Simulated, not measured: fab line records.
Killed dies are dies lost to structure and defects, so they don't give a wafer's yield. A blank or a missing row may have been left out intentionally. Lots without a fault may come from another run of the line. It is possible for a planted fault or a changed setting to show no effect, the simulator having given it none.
A sampling plan put to the test / flow gf180mcu / 16 faults told of in these records, all on one fab line, each judged by the records of the lots it struck
The plan is the line's own looks: the steps of the route at which a gauge or an inspection reads the wafer and doesn't change it. A look can be judged if struck wafers have a number there and the file gives its usual mean and standard deviation on fault-free wafers. Caught: a look later than the fault's first step finds the struck wafers' mean 4 or more of those standard deviations (sigma) from the usual mean. On the tool: here the same test is run on the tool's own readings at the fault's steps. If the struck wafers alone have a blank record, or they carry another recipe, that too counts as caught.

## THE FAULTS, as the simulator had put them in
1. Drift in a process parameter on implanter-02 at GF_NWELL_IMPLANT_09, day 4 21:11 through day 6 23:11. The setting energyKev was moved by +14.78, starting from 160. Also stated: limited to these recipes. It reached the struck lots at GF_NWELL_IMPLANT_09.
2. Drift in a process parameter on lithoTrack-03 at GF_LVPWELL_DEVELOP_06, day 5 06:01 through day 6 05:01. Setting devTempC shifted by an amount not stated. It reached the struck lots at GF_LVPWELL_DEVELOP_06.
3. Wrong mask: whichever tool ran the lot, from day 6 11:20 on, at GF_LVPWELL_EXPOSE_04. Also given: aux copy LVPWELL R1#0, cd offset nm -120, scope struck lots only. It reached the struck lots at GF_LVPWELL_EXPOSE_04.
4. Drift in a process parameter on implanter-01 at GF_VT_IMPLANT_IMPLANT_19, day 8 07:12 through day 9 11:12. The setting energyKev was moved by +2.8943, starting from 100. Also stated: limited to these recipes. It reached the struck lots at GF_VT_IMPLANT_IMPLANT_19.
5. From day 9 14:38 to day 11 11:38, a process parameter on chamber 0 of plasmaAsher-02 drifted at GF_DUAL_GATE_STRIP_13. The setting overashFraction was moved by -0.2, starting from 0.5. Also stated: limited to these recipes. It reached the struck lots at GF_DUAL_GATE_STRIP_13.
6. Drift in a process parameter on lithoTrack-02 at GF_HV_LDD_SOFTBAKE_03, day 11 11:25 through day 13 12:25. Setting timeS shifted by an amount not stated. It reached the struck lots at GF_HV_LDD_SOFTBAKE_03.
7. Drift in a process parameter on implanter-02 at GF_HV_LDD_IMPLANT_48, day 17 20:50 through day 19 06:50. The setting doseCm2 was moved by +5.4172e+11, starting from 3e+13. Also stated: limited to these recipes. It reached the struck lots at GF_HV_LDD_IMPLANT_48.
8. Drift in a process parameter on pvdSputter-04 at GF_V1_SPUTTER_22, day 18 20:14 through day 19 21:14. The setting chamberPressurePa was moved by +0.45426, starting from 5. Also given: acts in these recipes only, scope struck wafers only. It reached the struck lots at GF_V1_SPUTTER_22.
9. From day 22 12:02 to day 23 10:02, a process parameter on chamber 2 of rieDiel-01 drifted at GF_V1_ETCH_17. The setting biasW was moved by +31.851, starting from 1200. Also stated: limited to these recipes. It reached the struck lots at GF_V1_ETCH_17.
10. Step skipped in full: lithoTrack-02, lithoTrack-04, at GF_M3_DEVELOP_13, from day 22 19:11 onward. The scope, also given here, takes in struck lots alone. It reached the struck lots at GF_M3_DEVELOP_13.
11. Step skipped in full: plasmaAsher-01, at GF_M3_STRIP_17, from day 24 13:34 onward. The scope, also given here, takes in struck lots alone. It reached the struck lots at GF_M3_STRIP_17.
12. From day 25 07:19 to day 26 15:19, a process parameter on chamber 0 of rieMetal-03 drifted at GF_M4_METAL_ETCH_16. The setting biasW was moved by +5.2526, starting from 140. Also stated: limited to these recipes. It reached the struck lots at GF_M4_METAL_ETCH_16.
13. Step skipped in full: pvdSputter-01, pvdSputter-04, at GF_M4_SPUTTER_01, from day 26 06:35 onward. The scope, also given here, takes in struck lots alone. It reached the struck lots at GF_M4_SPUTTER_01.
14. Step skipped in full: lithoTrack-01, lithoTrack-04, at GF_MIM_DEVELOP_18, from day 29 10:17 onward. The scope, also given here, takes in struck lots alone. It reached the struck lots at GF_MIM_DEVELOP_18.
15. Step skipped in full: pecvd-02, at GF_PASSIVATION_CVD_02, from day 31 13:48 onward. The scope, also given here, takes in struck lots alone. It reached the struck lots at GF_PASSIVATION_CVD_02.
16. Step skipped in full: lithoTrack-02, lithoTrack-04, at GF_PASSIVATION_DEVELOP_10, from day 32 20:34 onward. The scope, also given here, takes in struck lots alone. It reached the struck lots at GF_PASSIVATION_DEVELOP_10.

## WHAT THE PLAN SAW
fault=1; on the tool itself=beamEnergyKeV +99 or beyond sigma; first look that catches it=not the one look that can be judged after it; reading, sigma=-; median hours from its first step to that look=-; hours from the fault's start to the first struck lot there=-; judged looks passed uncaught=1
fault=2; on the tool itself=developerTempC -8.4 sigma; first look that catches it=not the one look that can be judged after it; reading, sigma=-; median hours from its first step to that look=-; hours from the fault's start to the first struck lot there=-; judged looks passed uncaught=1
fault=3; on the tool itself=under 2 sigma; first look that catches it=none of the 2 looks that can be judged after it; reading, sigma=-; median hours from its first step to that look=-; hours from the fault's start to the first struck lot there=-; judged looks passed uncaught=2
fault=4; on the tool itself=beamEnergyKeV +87 sigma; first look that catches it=not the one look that can be judged after it; reading, sigma=-; median hours from its first step to that look=-; hours from the fault's start to the first struck lot there=-; judged looks passed uncaught=1
fault=5; on the tool itself=oesProductAu +8.4 sigma; first look that catches it=not the one look that can be judged after it; reading, sigma=-; median hours from its first step to that look=-; hours from the fault's start to the first struck lot there=-; judged looks passed uncaught=1
fault=6; on the tool itself=runLengthS +70 sigma; first look that catches it=no look after it can be judged; reading, sigma=-; median hours from its first step to that look=-; hours from the fault's start to the first struck lot there=-; judged looks passed uncaught=0
fault=7; on the tool itself=doseIonsCm2 +15 sigma; first look that catches it=not the one look that can be judged after it; reading, sigma=-; median hours from its first step to that look=-; hours from the fault's start to the first struck lot there=-; judged looks passed uncaught=1
fault=8; on the tool itself=chamberPressurePa +45 sigma; first look that catches it=not the one look that can be judged after it; reading, sigma=-; median hours from its first step to that look=-; hours from the fault's start to the first struck lot there=-; judged looks passed uncaught=1
fault=9; on the tool itself=biasW +9.1 sigma; first look that catches it=no look after it can be judged; reading, sigma=-; median hours from its first step to that look=-; hours from the fault's start to the first struck lot there=-; judged looks passed uncaught=0
fault=10; on the tool itself=the tool's record is blank for the struck wafers; first look that catches it=no look after it can be judged; reading, sigma=-; median hours from its first step to that look=-; hours from the fault's start to the first struck lot there=-; judged looks passed uncaught=0
fault=11; on the tool itself=the tool's record is blank for the struck wafers; first look that catches it=not the one look that can be judged after it; reading, sigma=-; median hours from its first step to that look=-; hours from the fault's start to the first struck lot there=-; judged looks passed uncaught=1
fault=12; on the tool itself=biasW +11 sigma; first look that catches it=no look after it can be judged; reading, sigma=-; median hours from its first step to that look=-; hours from the fault's start to the first struck lot there=-; judged looks passed uncaught=0
fault=13; on the tool itself=the tool's record is blank for the struck wafers; first look that catches it=no look after it can be judged; reading, sigma=-; median hours from its first step to that look=-; hours from the fault's start to the first struck lot there=-; judged looks passed uncaught=0
fault=14; on the tool itself=the tool's record is blank for the struck wafers; first look that catches it=no look after it can be judged; reading, sigma=-; median hours from its first step to that look=-; hours from the fault's start to the first struck lot there=-; judged looks passed uncaught=0
fault=15; on the tool itself=the tool's record is blank for the struck wafers; first look that catches it=no look after it can be judged; reading, sigma=-; median hours from its first step to that look=-; hours from the fault's start to the first struck lot there=-; judged looks passed uncaught=0
fault=16; on the tool itself=the tool's record is blank for the struck wafers; first look that catches it=no look after it can be judged; reading, sigma=-; median hours from its first step to that look=-; hours from the fault's start to the first struck lot there=-; judged looks passed uncaught=0
A dash: the fault isn't caught, or these records don't give the number.

Caught at a look: 0 of 16. Caught on the tool: 15 of 16. By one or the other: 15 of 16.
Caught on the tool alone: faults 1, 2, 4, 5, 6, 7, 8, 9, 10, 11, 12, 13, 14, 15, 16.
Caught by neither: fault 3.
